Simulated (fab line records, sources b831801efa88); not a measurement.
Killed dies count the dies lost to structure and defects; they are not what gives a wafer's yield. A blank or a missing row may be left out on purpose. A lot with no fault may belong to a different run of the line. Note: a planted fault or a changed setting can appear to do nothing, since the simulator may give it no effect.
Which tool is to blame?    flow sky130    12 lots, 36 wafers sampled, at 2 steps of a route of 708

== WHAT THE GAUGES READ, wafer by wafer ==
SKY_VIA4_BOW_MEAS_03.
lot   measured      on             VIA4_BOW (um)
L728  day 42 07:45  film metro-03  83 86 70
L729  day 42 09:14  film metro-04  97 94 100
L730  day 42 09:32  film metro-04  88 89 87
L732  day 43 06:22  film metro-02  85 78 80
L734  day 43 14:26  film metro-04  81 76 64
L735  day 43 22:43  film metro-04  86 85 89
L744  day 45 21:09  film metro-02  81 92 82
L745  day 46 20:29  film metro-02  77 88 87
L747  day 47 00:00  film metro-03  80 81 92
L748  day 47 00:16  film metro-03  78 92 77
L750  day 47 15:37  film metro-03  68 65 60
L751  day 47 15:56  film metro-04  96 76 84

== WHAT TOOL EACH LOT RAN ON (gives the tool, then ch and the chambers of the sampled wafers, and finally the start) ==
lot   SKY_CAP2M_METAL_ETCH_13
L728  rie metal-03 ch 0,1, day 41 06:08
L729  rie metal-01 ch 0,1, day 41 08:02
L730  rie metal-04 ch 0,1, day 41 08:23
L732  rie metal-04 ch 0,1, day 42 04:38
L734  rie metal-01 ch 0,1, day 42 12:47
L735  rie metal-04 ch 0, day 42 22:11
L744  rie metal-04 ch 0,1, day 44 21:35
L745  rie metal-01 ch 1, day 45 17:23
L747  rie metal-03 ch 0,1, day 46 00:34
L748  rie metal-01 ch 1, day 46 00:55
L750  rie metal-04 ch 0,1, day 46 17:23
L751  rie metal-01 ch 0, day 46 18:25
- SKY_CAP2M_METAL_ETCH_13: etches TiN in Cl2/BCl3, stops on SiO2, target depth 220 nm, time 62.9 s.

== AS READ BY THE TOOLS THEMSELVES (means over the sampled wafers that have a number; for cases with no such wafer, the mark the record gives instead) ==
SKY_CAP2M_METAL_ETCH_13.
lot   tool          drypump motor current A (A)  oes product au (a.u.)  throttle valve pct (%)
L728  rie metal-03  5.80                         0.933                  21.908
L729  rie metal-01  5.77                         0.939                  21.905
L730  rie metal-04  5.57                         0.929                  21.923
L732  rie metal-04  5.63                         0.954                  21.890
L734  rie metal-01  5.86                         0.933                  21.907
L735  rie metal-04  5.72                         0.940                  21.905
L744  rie metal-04  5.64                         0.955                  21.888
L745  rie metal-01  5.92                         0.951                  21.898
L747  rie metal-03  5.75                         0.936                  21.901
L748  rie metal-01  5.91                         0.943                  21.905
L750  rie metal-04  5.59                         0.937                  21.905
L751  rie metal-01  5.70                         0.948                  21.894

== THE ANSWER, worked out from the rows above alone ==
Rule: the usual values come from the lots themselves. Put in order of their means at a reading, lots are off if they are a third of the lots or fewer, leave a main group of 4 or more, and stand apart from it by a gap of 3 or more times the standard deviation of the main group's means; of several such gaps the widest counts. The tables above print the reading to a certain number of digits; a main group whose means all agree to those digits is not used. Also off: a lot with no number at a reading for which 4 or more lots have one. Where the step has rows for the other lots, those lots are counted as sound. After the gauges, taken in route order, come the tools' own readings; for these a lot's mean is taken, as printed above. At the first step where some lot is off, the reading lying furthest off is the one used; lots without a number count as furthest.
Nothing can be told from this: no lot is off at any reading shown.

== WHAT THE SIMULATOR PUT IN ==
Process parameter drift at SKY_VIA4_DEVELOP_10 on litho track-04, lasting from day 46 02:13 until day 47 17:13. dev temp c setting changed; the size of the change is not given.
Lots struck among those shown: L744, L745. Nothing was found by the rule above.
